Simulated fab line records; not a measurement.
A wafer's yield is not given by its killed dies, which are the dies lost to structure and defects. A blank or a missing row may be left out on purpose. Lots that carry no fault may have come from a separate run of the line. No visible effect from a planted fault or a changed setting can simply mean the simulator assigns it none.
Matching of chambers | flow sky130 | cmp-02 running SKY_VIA3_CMP_24: 4 sister chambers
The step polishes, stops on SiO2, t overpolish 20 s, target thk 0 nm. 4 wafers are shown with their chamber, then 7 later ones without.

== WAFERS WITH THEIR CHAMBER ==
wafer  | chamber | motor current A (A)
L448.4 | 1       | 12.4
L452.6 | 3       | 11.4
L454.2 | 0       | 11.0
L454.5 | 2       | 10.8

== WAFERS WITHOUT THEIR CHAMBER ==
wafer  | motor current A (A)
L454.6 | 12.3
L459.2 | 10.8
L459.3 | 11.4
L459.5 | 12.5
L460.1 | 10.5
L460.4 | 10.6
L460.5 | 12.1

== WHICH CHAMBER EACH WENT THROUGH ==
wafer  | from the rows above     | in truth
L454.6 | 1                       | 1
L459.2 | can't be placed: 2 or 0 | 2
L459.3 | 3                       | 3
L459.5 | 1                       | 1
L460.1 | can't be placed: 2 or 0 | 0
L460.4 | can't be placed: 2 or 0 | 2
L460.5 | 1                       | 1
Placed correctly: 4 of 7. From these rows, 3 cannot be placed; in 3 the true chamber is one of the candidates. 0 placed wrongly.
How it was worked out, from the rows above alone: a wafer's distance from a chamber is the root of the sum, over the readings, of the square of ((its reading less the chamber's mean) divided by the reading's scatter). If the next closest chamber is less than 2 further off than the closest, the wafer can't be placed; otherwise it belongs to the closest. The mean given for a chamber averages the wafers shown for that chamber. The scatter: root of mean squared gap, hidden wafer to nearest shown wafer, with one shown wafer a chamber.
